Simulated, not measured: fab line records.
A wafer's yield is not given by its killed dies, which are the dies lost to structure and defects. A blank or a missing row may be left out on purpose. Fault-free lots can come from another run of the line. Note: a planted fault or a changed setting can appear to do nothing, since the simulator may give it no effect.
Which tool is to blame?	flow sky130	33 wafers sampled from 11 lots at 1 step of a route of 708

WHAT THE GAUGES READ, wafer by wafer
SKY_POLY_CUT_OVL_MEAS_09. Usual: POLY_CUT_OVL -1 nm, standard deviation 5.5.
lot	measured	on	POLY_CUT_OVL (nm)	flag
L452	day 24 23:37	overlay-01	-5 -3 1	
L453	day 25 03:03	overlay-02	8 3 5	
L457	day 25 16:49	overlay-01	-3 -2 4	
L456	day 25 20:16	overlay-02	-2 9 -3	
L458	day 27 00:43	overlay-01	-7 -2 5	
L460	day 27 08:03	overlay-01	0 -2 -4	
L459	day 27 09:01	overlay-01	8 7 -1	
L463	day 28 07:13	overlay-01	-5 -1 0	
L467	day 30 00:54	overlay-01	4 3 8	
L469	day 30 08:01	overlay-01	-7 -2 -11	
L473	day 31 13:49	overlay-01	-2 6 -13	

TOOL THAT RAN EACH LOT (tool first, then ch and the chambers of the sampled wafers, then the start)
The record holds no process step before these readings.

AS READ BY THE TOOLS THEMSELVES (means over the sampled wafers that have a number; for cases with no such wafer, the mark the record gives instead)
The record holds no such reading with a usual standard deviation.

THE ANSWER, worked out from the rows above alone
Rule: a lot is off if the mean of its wafers that have a number lies more than 3 standard deviations from the usual mean. A lot without any number at a reading at which 4 lots or more have one is off too. Where the step has rows for the other lots, those lots are counted as sound. First the gauges in route order, then the tools' own readings, where a lot's mean is used as printed above. At the first step where some lot is off, the reading lying furthest off is the one used; lots without a number count as furthest.
No lot is off at any reading shown: from this, nothing can be told.

WHAT THE SIMULATOR HAD PUT IN
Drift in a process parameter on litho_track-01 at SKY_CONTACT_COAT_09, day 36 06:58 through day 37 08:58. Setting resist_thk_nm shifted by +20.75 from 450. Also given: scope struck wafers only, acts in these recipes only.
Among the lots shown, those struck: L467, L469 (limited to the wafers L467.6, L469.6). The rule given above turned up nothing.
